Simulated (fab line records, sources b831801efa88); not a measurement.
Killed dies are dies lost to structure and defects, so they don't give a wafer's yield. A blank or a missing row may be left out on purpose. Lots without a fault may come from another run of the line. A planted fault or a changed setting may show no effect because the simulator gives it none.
fab line records | flow gf180mcu | part 2 of 2: steps 33 to 41 of 41
record lots=5 wafers=15 last_day=33
route steps=602 shown NSD@239 PSD@248 SAB@264 SALICIDE@278
lots that met no fault: from a run of the same line without faults
start_h: hours from the record's first day to the start of the lot's first wafer shown | wait_h: hours since the lot's step before | " the same as in the row above | L1.1+2: a row that stands for several wafers | - no value, or no start given | * or withheld: withheld | < > ~ a bound
route shown NAME@n: a module of which the file shows steps, and the number in the route of the first | usual: mean/standard deviation of fault-free wafers | same: alike in all rows | chamber/n: place in a boat | sites: the reading at each site | _std_site: their standard deviation | _edge_site: outer sites' mean less inner sites' | radius_mm: how far each site lies from the wafer's centre | mask NAME#n: copy n | behind: the tool/chamber that last shaped the wafer | hold: why the lot was held/for how many hours/how that ended | device: the transistor (n, p or np) that didn't switch | end of line: the same wafers' tests at the end of the route | a step without rows: its recipe alone | killed: dies lost to structure and defects at the first sort, not the wafer's yield | map: a wafer's dies, x killed, . not, _ none there
set.NAME: the setting as run; set.NAME@STEP: as run at that earlier step | model.NAME: the simulator's own value behind a step, which no gauge read
lots at some steps of the route; a table a step, a row a wafer
services: from which hour (start_h, from the record's first day; less than 0 if before it) a tool's chamber was out of use, for how many hours, and why
## steps
# step GF_SAB_PEB_07
# recipe temp_c=withheld time_s=* resist=NOVOLAK
# columns lot.wafer tool chamber start_h wait_h
L075.1+2+3 litho_track-02 0 - -
L082.3+4+6 litho_track-02 0 - -
L085.1+2+4 litho_track-02 0 - -
L088.1+4+6 litho_track-02 0 - -
L093.1+3+6 litho_track-02 0 - -
# step GF_SAB_DEVELOP_08
# recipe develop_time_s=60 dev_temp_c=23
# columns lot.wafer tool chamber start_h wait_h
L075.1+2+3 litho_track-02 0 345.90 0.1
L082.3+4+6 litho_track-02 0 408.55 0.1
L085.1+2+4 litho_track-02 0 438.20 0.1
L088.1+4+6 litho_track-02 0 461.30 0.1
L093.1+3+6 litho_track-02 0 501.99 0.1
# step GF_SAB_CD_MEAS_09
# recipe target_cd_nm=420
# usual cd_nm=419.9/2.5
# columns lot.wafer tool chamber start_h wait_h cd_nm
L075.1 cd_sem-01 - 346.05 0.1 422.3
L075.2 " - " " 419.8
L075.3 " - " " 423.4
L082.3 cd_sem-02 - 408.69 0.1 419.2
L082.4 " - " " 420.1
L082.6 " - " " 420.0
L085.1 cd_sem-01 - 438.35 0.1 420.0
L085.2 " - " " 419.3
L085.4 " - " " 420.8
L088.1 cd_sem-01 - 461.45 0.1 419.2
L088.4 " - " " 420.0
L088.6 " - " " 419.9
L093.1 cd_sem-02 - 502.14 0.1 419.5
L093.3 " - " " 420.3
L093.6 " - " " 419.0
# step GF_SAB_OVL_MEAS_10
# usual SAB_OVL=-0.8/1.6
# columns lot.wafer tool chamber start_h wait_h SAB_OVL[nm]
L075.1 overlay-01 - 346.17 0.1 -2.8
L075.2 " - " " -1.1
L075.3 " - " " -2.2
L082.3 overlay-01 - 408.78 0.1 -4.1
L082.4 " - " " -4.9
L082.6 " - " " -2.5
L085.1 overlay-01 - 438.47 0.1 1.6
L085.2 " - " " 0.5
L085.4 " - " " 0.8
L088.1 overlay-01 - 461.57 0.1 -2.1
L088.4 " - " " -0.6
L088.6 " - " " -0.1
L093.1 overlay-02 - 502.26 0.1 -0.7
L093.3 " - " " -0.7
L093.6 " - " " 0.6
# step GF_SAB_ETCH_11
# recipe chemistry=C4F8/O2/Ar mask_material=NOVOLAK target=SiO2 target_depth_nm=55 source_w=1500 bias_w=1200 pressure_mtorr=40 c4f8_flow_sccm=withheld O2_flow_sccm=6 Ar_flow_sccm=300 time_s=8.5
# usual oes_product_au=0.999/0.009
# columns lot.wafer tool chamber start_h wait_h oes_product_au rf_hours_counter_h
L075.1 rie_diel-03 2 346.20 0.0 0.999 48
L075.2 " 3 " " 1.000 111
L075.3 " 0 " " 1.012 85
L082.3 rie_diel-01 1 408.80 0.0 0.996 87
L082.4 " 3 " " 0.995 -
L082.6 " 2 " " 1.000 -
L085.1 rie_diel-03 3 438.50 0.0 0.996 1
L085.2 " 0 " " 0.999 87
L085.4 " 1 " " 0.999 5
L088.1 rie_diel-01 1 461.60 0.0 1.008 89
L088.4 " 2 " " 1.004 9
L088.6 " 3 " " 1.008 -
L093.1 rie_diel-01 1 502.30 0.0 1.001 90
L093.3 " 0 " " 0.997 11
L093.6 " 3 " " 1.018 -
# step GF_SAB_WET_ETCH_12
# recipe chemistry=dHF target_depth_nm=22 dry=n2_spin target=SiO2 temp_c=25 dilution=100:1 time_s=440
# usual temp_c=25.00/0.1
# columns lot.wafer tool chamber start_h wait_h temp_c
L075.1 wet_bench-02 3 346.22 0.0 25.03
L075.2 " 3 " " 24.97
L075.3 " 3 " " 25.08
L082.3 wet_bench-02 2 408.82 0.0 24.99
L082.4 " 2 " " 25.06
L082.6 " 2 " " 24.98
L085.1 wet_bench-03 0 438.52 0.0 25.12
L085.2 " 0 " " 25.06
L085.4 " 0 " " 24.98
L088.1 wet_bench-03 3 461.62 0.0 25.00
L088.4 " 3 " " 24.95
L088.6 " 3 " " 24.95
L093.1 wet_bench-04 3 502.32 0.0 24.95
L093.3 " 3 " " 25.01
L093.6 " 3 " " 25.05
# step GF_SAB_STRIP_13
# recipe chemistry=O2/N2 power_w=1400 pressure_mtorr=1500 platen_temp_c=250 o2_flow_sccm=3000 n2_flow_sccm=300 overash_fraction=0.5
# usual drypump_motor_current_A=6.04/0.29 heater_power_w=357/29 oes_product_au=0.709/0.0041 platen_temp_c=249.96/0.19 strip_time_to_endpoint_s=12.61/0.031
# same overash_fraction=0.5
# columns lot.wafer tool chamber start_h wait_h drypump_motor_current_A heater_power_w oes_product_au platen_temp_c rf_hours_counter_h strip_time_to_endpoint_s
L075.1 plasma_asher-02 1 346.36 0.0 6.10 375 0.713 250.03 52 12.62
L075.2 " 0 " " 5.93 355 0.705 249.70 52 12.59
L075.3 " 0 " " 5.95 344 0.716 249.83 - 12.63
L082.3 plasma_asher-02 0 408.99 0.0 5.92 352 0.702 250.30 - 12.60
L082.4 " 1 " " 6.13 376 0.700 250.16 - 12.57
L082.6 " 0 " " 5.92 345 0.709 250.33 - 12.60
L085.1 plasma_asher-04 1 438.65 0.0 5.94 403 0.713 249.55 80 12.65
L085.2 " 0 " " 5.89 351 0.708 250.34 80 12.64
L085.4 " 1 " " 5.97 396 0.704 249.73 - 12.60
L088.1 plasma_asher-04 0 461.75 0.0 5.88 331 0.706 250.12 82 12.63
L088.4 " 1 " " 5.93 402 0.718 250.06 - 12.62
L088.6 " 1 " " 5.97 393 0.708 249.99 - 12.67
L093.1 plasma_asher-04 1 502.45 0.0 5.96 403 0.707 249.95 87 12.61
L093.3 " 1 " " 5.97 397 0.708 249.74 - 12.58
L093.6 " 0 " " 5.86 343 0.706 250.01 - 12.59
# step GF_SALICIDE_CLEAN_00
# recipe chemistry=SC1/SC2 mix=1:4:20 temp_c=70 time_s=150
# usual temp_c=70.01/0.11
# columns lot.wafer tool chamber start_h wait_h temp_c
L075.1 wet_bench-04 3 346.46 0.1 70.15
L075.2 " 3 " " 70.26
L075.3 " 3 " " 70.06
L082.3 wet_bench-04 1 409.05 0.0 69.94
L082.4 " 1 " " 70.08
L082.6 " 1 " " 69.96
L085.1 wet_bench-01 0 438.75 0.1 69.96
L085.2 " 0 " " 70.06
L085.4 " 0 " " 70.13
L088.1 wet_bench-01 0 461.85 0.1 69.88
L088.4 " 0 " " 70.19
L088.6 " 0 " " 70.23
L093.1 wet_bench-03 0 502.55 0.1 69.83
L093.3 " 0 " " 70.02
L093.6 " 0 " " 69.82
# step GF_SALICIDE_WET_ETCH_01
# recipe chemistry=dHF target_depth_nm=5 dry=ipa_marangoni target=SiO2 temp_c=25 dilution=100:1 time_s=100
# usual temp_c=25.00/0.1
# columns lot.wafer tool chamber start_h wait_h temp_c
L075.1 wet_bench-03 2 346.51 0.0 25.21
L075.2 " 2 " " 25.06
L075.3 " 2 " " 25.10
L082.3 wet_bench-01 1 409.16 0.0 25.03
L082.4 " 1 " " 24.92
L082.6 " 1 " " 24.90
L085.1 wet_bench-04 3 438.80 0.0 24.91
L085.2 " 3 " " 24.95
L085.4 " 3 " " 24.88
L088.1 wet_bench-04 3 461.90 0.0 25.05
L088.4 " 3 " " 25.12
L088.6 " 3 " " 25.10
L093.1 wet_bench-01 2 502.65 0.0 24.95
L093.3 " 2 " " 24.96
L093.6 " 2 " " 25.08
## services
# columns tool chamber start_h hours kind
plasma_asher-04 - 271.63 3.5 repair
wet_bench-01 - 274.76 1.9 pm
plasma_asher-02 - 276.27 0.8 repair
implanter-01 - 280.24 3.3 repair
plasma_asher-02 - 289.55 1.9 repair
rie_diel-01 0 291.81 7.7 repair
iline_stepper-01 - 305.96 1.7 pm
implanter-01 - 326.77 2.8 repair
rie_diel-01 0 327.51 11.6 repair
implanter-01 - 332.16 5.2 repair
plasma_asher-03 - 336.43 11.6 pm
iline_stepper-01 - 345.30 8.2 repair
implanter-03 - 348.09 2.0 repair
plasma_asher-04 - 356.59 5.7 repair
iline_stepper-01 - 367.14 13.6 repair
wet_bench-04 - 372.96 6.2 repair
implanter-01 - 373.85 4.7 repair
plasma_asher-03 - 374.18 0.6 repair
wet_bench-02 - 384.02 3.1 repair
iline_stepper-02 - 393.38 1.6 repair
implanter-03 - 398.20 3.3 pm
plasma_asher-02 - 415.58 7.5 repair
iline_stepper-02 - 425.00 1.7 pm
plasma_asher-02 - 456.65 4.6 repair
